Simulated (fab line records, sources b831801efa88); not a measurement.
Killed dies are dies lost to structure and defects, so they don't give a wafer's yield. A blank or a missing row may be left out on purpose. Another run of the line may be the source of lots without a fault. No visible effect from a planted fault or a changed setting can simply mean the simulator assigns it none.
fab line records -- flow gf180mcu -- part 2 of 2: steps 29 to 39 of 39
[record] lots = 5, wafers = 15, last-day = 34
route steps=602 shown MVSD@73 MVPSD@78 VT_IMPLANT@90
lots that met no fault: taken from a fault-free run of the same line
start-h: the number of hours between the record's first day and the start of the first shown wafer of the lot -- wait-h: how many hours have passed since the lot's step before this one -- " the same as in the row above -- L1.1+2: one row covering several wafers at once -- - either no value or no given start -- * or withheld: withheld -- < > ~ a bound
route shown NAME@n: names a module that has steps shown in the file, with the first one's number in the route -- usual: the fault-free wafers' mean and standard deviation -- same: alike in all rows -- chamber/n: place in a boat -- sites: per-site readings -- _std_site: the standard deviation of these -- _edge_site: inner sites' mean taken away from outer sites' mean -- radius-mm: for every site, how far away it sits from the centre of the wafer -- mask NAME#n: copy n -- behind: the last tool/chamber to shape the wafer -- hold: cause of the lot's hold/its duration in hours/its outcome -- device: the transistor (n, p or np) that didn't switch -- end of line: the route-end tests of the same wafers -- step lacking rows: just its recipe -- killed: not the wafer's yield, but the dies lost to structure and defects at the first sort -- map: per-die view of a wafer (x killed, . not killed, _ where there is no die)
set.NAME: setting as actually run; set.NAME@STEP: the setting as run at that earlier step -- model.NAME: the simulator's own value behind a step, which no gauge read
certain route steps with their lots: each step a table, each wafer a row
services: the hour from which a tool's chamber was out of use, counted from the record's first day as start-h (under 0 if before that day), plus the number of hours and why
[[steps]]
[step GF_VT_IMPLANT_DEHYDRATE_11]
[recipe] temp-c = 200, time-s = 60
lot.wafer,tool,chamber,start-h,wait-h
L076.1+3+4,litho-track-01,0,128.56,6.3
L080.3+4+5,litho-track-04,0,155.39,7.5
L090.1+3+6,litho-track-01,0,217.56,8.6
L093.2+3+6,litho-track-01,0,236.93,8.3
L097.3+5+6,litho-track-02,0,264.86,8.6
[step GF_VT_IMPLANT_HMDS_12]
[recipe] prime-time-s = 60, prime-temp-c = 120
lot.wafer,tool,chamber,start-h,wait-h
L076.1+3+4,litho-track-01,0,128.71,0.1
L080.3+4+5,litho-track-04,0,155.54,0.1
L090.1+3+6,litho-track-01,0,217.71,0.1
L093.2+3+6,litho-track-01,0,237.08,0.1
L097.3+5+6,litho-track-02,0,265.01,0.1
[step GF_VT_IMPLANT_COAT_13]
[recipe] resist = NOVOLAK, spin-rpm = 3000, resist-thk-nm = 1000
lot.wafer,tool,chamber,start-h,wait-h
L076.1+3+4,litho-track-01,0,128.86,0.1
L080.3+4+5,litho-track-04,0,155.69,0.1
L090.1+3+6,litho-track-01,0,217.86,0.1
L093.2+3+6,litho-track-01,0,237.23,0.1
L097.3+5+6,litho-track-02,0,265.16,0.1
[step GF_VT_IMPLANT_SOFTBAKE_14]
[recipe] temp-c = 90, time-s = 60, resist = NOVOLAK
lot.wafer,tool,chamber,start-h,wait-h
L076.1+3+4,litho-track-01,0,129.01,0.1
L080.3+4+5,litho-track-04,0,155.84,0.1
L090.1+3+6,litho-track-01,0,218.01,0.1
L093.2+3+6,litho-track-01,0,237.38,0.1
L097.3+5+6,litho-track-02,0,265.31,0.1
[step GF_VT_IMPLANT_EXPOSE_15]
[recipe] mask-id = Nwell_LV_AREA, target-cd-nm = 860, na = 0.6, source-shape = conventional, sigma-outer = 0.6, dose-mj = 140
[usual] focus-offset-nm = 0.0/0.48, stage-vel-mm-s = 500.03/0.25
[same] sigma-outer = 0.6
lot.wafer,tool,chamber,start-h,wait-h,mask,focus-offset-nm,stage-vel-mm-s
L076.1,iline-stepper-01,0,-,-,Nwell_LV_AREA#0,1.1,500.36
L076.3,iline-stepper-01,0,-,-,Nwell_LV_AREA#0,0.1,500.24
L076.4,iline-stepper-01,0,-,-,Nwell_LV_AREA#0,1.0,500.18
L080.3,iline-stepper-02,0,-,-,Nwell_LV_AREA#0,-0.4,499.92
L080.4,iline-stepper-02,0,-,-,Nwell_LV_AREA#0,0.1,500.02
L080.5,iline-stepper-02,0,-,-,Nwell_LV_AREA#0,0.2,500.00
L090.1,iline-stepper-02,0,-,-,Nwell_LV_AREA#0,0.6,500.11
L090.3,iline-stepper-02,0,-,-,Nwell_LV_AREA#0,-0.1,500.19
L090.6,iline-stepper-02,0,-,-,Nwell_LV_AREA#0,0.1,500.19
L093.2,iline-stepper-01,0,-,-,Nwell_LV_AREA#0,-0.2,499.74
L093.3,iline-stepper-01,0,-,-,Nwell_LV_AREA#0,-0.4,500.09
L093.6,iline-stepper-01,0,-,-,Nwell_LV_AREA#0,0.8,499.94
L097.3,iline-stepper-01,0,-,-,Nwell_LV_AREA#0,0.0,500.39
L097.5,iline-stepper-01,0,-,-,Nwell_LV_AREA#0,-0.7,500.08
L097.6,iline-stepper-01,0,-,-,Nwell_LV_AREA#0,-0.8,500.20
[step GF_VT_IMPLANT_PEB_16]
[recipe] temp-c = withheld, time-s = *, resist = NOVOLAK
lot.wafer,tool,chamber,start-h,wait-h
L076.1+3+4,litho-track-04,0,-,-
L080.3+4+5,litho-track-04,0,-,-
L090.1+3+6,litho-track-02,0,-,-
L093.2+3+6,litho-track-04,0,-,-
L097.3+5+6,litho-track-02,0,-,-
[step GF_VT_IMPLANT_DEVELOP_17]
[recipe] develop-time-s = 60, dev-temp-c = 23
[usual] developer-temp-C = 23.02/0.1
lot.wafer,tool,chamber,start-h,wait-h,developer-temp-C
L076.1,litho-track-04,0,136.84,0.1,23.09
L076.3,litho-track-04,0,136.84,0.1,22.98
L076.4,litho-track-04,0,136.84,0.1,23.04
L080.3,litho-track-04,0,163.84,0.1,23.03
L080.4,litho-track-04,0,163.84,0.1,22.90
L080.5,litho-track-04,0,163.84,0.1,23.07
L090.1,litho-track-02,0,226.96,0.1,23.01
L090.3,litho-track-02,0,226.96,0.1,22.96
L090.6,litho-track-02,0,226.96,0.1,23.09
L093.2,litho-track-04,0,246.62,0.1,23.33
L093.3,litho-track-04,0,246.62,0.1,23.03
L093.6,litho-track-04,0,246.62,0.1,23.09
L097.3,litho-track-02,0,274.86,0.1,23.10
L097.5,litho-track-02,0,274.86,0.1,23.07
L097.6,litho-track-02,0,274.86,0.1,22.97
[step GF_VT_IMPLANT_OVL_MEAS_18]
[usual] VT_IMPLANT_01_OVL = 0.0/1.2
lot.wafer,tool,chamber,start-h,wait-h,VT_IMPLANT_01_OVL[nm]
L076.1,overlay-02,-,137.00,0.1,1.3
L076.3,overlay-02,-,137.00,0.1,0.6
L076.4,overlay-02,-,137.00,0.1,0.3
L080.3,overlay-02,-,163.95,0.1,-0.8
L080.4,overlay-02,-,163.95,0.1,-1.0
L080.5,overlay-02,-,163.95,0.1,1.4
L090.1,overlay-02,-,227.11,0.1,0.1
L090.3,overlay-02,-,227.11,0.1,-0.2
L090.6,overlay-02,-,227.11,0.1,-1.0
L093.2,overlay-01,-,246.75,0.1,-1.2
L093.3,overlay-01,-,246.75,0.1,-0.7
L093.6,overlay-01,-,246.75,0.1,0.3
L097.3,overlay-02,-,274.97,0.1,-2.9
L097.5,overlay-02,-,274.97,0.1,-0.4
L097.6,overlay-02,-,274.97,0.1,-1.9
[step GF_VT_IMPLANT_IMPLANT_19]
[recipe] species = As, energy-kev = 100, dose-cm2 = 4.35e+12, tilt-deg = 7
[usual] beam-on-s = 10.02/0.22
[same] implant-ion-amu = 75
lot.wafer,tool,chamber,start-h,wait-h,beam-on-s
L076.1,implanter-04,0,137.03,0.0,9.78
L076.3,implanter-04,0,137.03,0.0,10.35
L076.4,implanter-04,0,137.03,0.0,10.14
L080.3,implanter-03,0,164.03,0.1,10.30
L080.4,implanter-03,0,164.03,0.1,10.25
L080.5,implanter-03,0,164.03,0.1,10.17
L090.1,implanter-03,0,227.15,0.0,9.83
L090.3,implanter-03,0,227.15,0.0,10.28
L090.6,implanter-03,0,227.15,0.0,9.81
L093.2,implanter-03,0,246.80,0.0,10.10
L093.3,implanter-03,0,246.80,0.0,10.17
L093.6,implanter-03,0,246.80,0.0,10.07
L097.3,implanter-03,0,275.05,0.1,9.96
L097.5,implanter-03,0,275.05,0.1,9.97
L097.6,implanter-03,0,275.05,0.1,10.30
[step GF_VT_IMPLANT_STRIP_20]
[recipe] chemistry = O2/N2, power-w = 1400, pressure-mtorr = 1500, platen-temp-c = 250, o2-flow-sccm = 3000, n2-flow-sccm = 300, overash-fraction = 0.5
[usual] drypump-motor-current-A = 5.6/0.45, heater-power-w = 329/30, o2-flow-sccm = 3000/8.8, oes-product-au = 0.716/0.0042, strip-time-to-endpoint-s = 12.64/0.031
lot.wafer,tool,chamber,start-h,wait-h,drypump-motor-current-A,heater-power-w,o2-flow-sccm,oes-product-au,rf-hours-counter-h,strip-time-to-endpoint-s
L076.1,plasma-asher-04,0,137.18,0.1,5.2,314,3001,0.722,48,12.65
L076.3,plasma-asher-04,0,137.18,0.1,5.2,316,2998,0.721,-,12.64
L076.4,plasma-asher-04,1,137.18,0.1,5.4,372,2983,0.722,-,12.64
L080.3,plasma-asher-04,1,164.16,0.1,5.4,369,3000,0.711,-,12.61
L080.4,plasma-asher-04,0,164.16,0.1,5.2,322,2986,0.718,-,12.62
L080.5,plasma-asher-04,1,164.16,0.1,5.4,368,2996,0.711,-,12.59
L090.1,plasma-asher-04,1,227.30,0.1,5.4,373,3007,0.713,58,12.63
L090.3,plasma-asher-04,0,227.30,0.1,5.1,334,2993,0.719,-,12.62
L090.6,plasma-asher-04,1,227.30,0.1,5.4,379,2999,0.713,-,12.64
L093.2,plasma-asher-04,0,246.93,0.1,5.2,320,2988,0.723,60,12.66
L093.3,plasma-asher-04,1,246.93,0.1,5.4,374,2998,0.720,-,12.67
L093.6,plasma-asher-04,1,246.93,0.1,5.4,372,2988,0.720,-,12.69
L097.3,plasma-asher-03,1,275.18,0.1,5.2,278,2997,0.712,-,12.62
L097.5,plasma-asher-03,1,275.18,0.1,5.2,287,3005,0.716,-,12.65
L097.6,plasma-asher-03,0,275.18,0.1,6.4,322,3005,0.717,-,12.58
[step GF_VT_IMPLANT_TW_MEAS_21]
[usual] VT_IMPLANT_2_TW = 1220/9.4
lot.wafer,tool,chamber,start-h,wait-h,VT_IMPLANT_2_TW
L076.1,film-metro-04,-,137.28,0.1,1219
L076.3,film-metro-04,-,137.28,0.1,1217
L076.4,film-metro-04,-,137.28,0.1,1220
L080.3,film-metro-04,-,164.25,0.1,1216
L080.4,film-metro-04,-,164.25,0.1,1224
L080.5,film-metro-04,-,164.25,0.1,1217
L090.1,film-metro-03,-,227.40,0.1,1214
L090.3,film-metro-03,-,227.40,0.1,1209
L090.6,film-metro-03,-,227.40,0.1,1206
L093.2,film-metro-02,-,247.04,0.1,1236
L093.3,film-metro-02,-,247.04,0.1,1235
L093.6,film-metro-02,-,247.04,0.1,1243
L097.3,film-metro-04,-,275.27,0.1,1219
L097.5,film-metro-04,-,275.27,0.1,1210
L097.6,film-metro-04,-,275.27,0.1,1216
[[services]]
tool,chamber,start-h,hours,kind
implanter-03,-,81.55,4.8,pm
iline-stepper-02,-,86.66,4.4,pm
implanter-01,-,92.26,3.5,repair
implanter-04,-,92.83,2.7,repair
iline-stepper-02,-,94.59,4.9,repair
implanter-01,-,95.80,4.0,pm
implanter-02,-,106.88,1.3,repair
plasma-asher-02,-,108.80,9.0,pm
iline-stepper-02,-,111.34,0.8,repair
implanter-03,-,114.29,1.0,repair
implanter-03,-,129.89,1.9,repair
implanter-04,-,134.74,0.5,repair
plasma-asher-01,-,136.15,6.1,repair
iline-stepper-01,-,138.75,6.2,repair
iline-stepper-02,-,186.97,2.4,repair
implanter-04,-,191.90,4.1,repair
implanter-04,-,197.93,2.3,repair
iline-stepper-01,-,200.45,4.7,repair
implanter-02,-,202.03,2.8,pm
iline-stepper-01,-,216.86,4.4,pm
iline-stepper-02,-,232.60,1.7,pm
implanter-02,-,241.34,87.9,pm
implanter-04,-,253.67,3.4,repair
implanter-04,-,259.08,3.9,pm
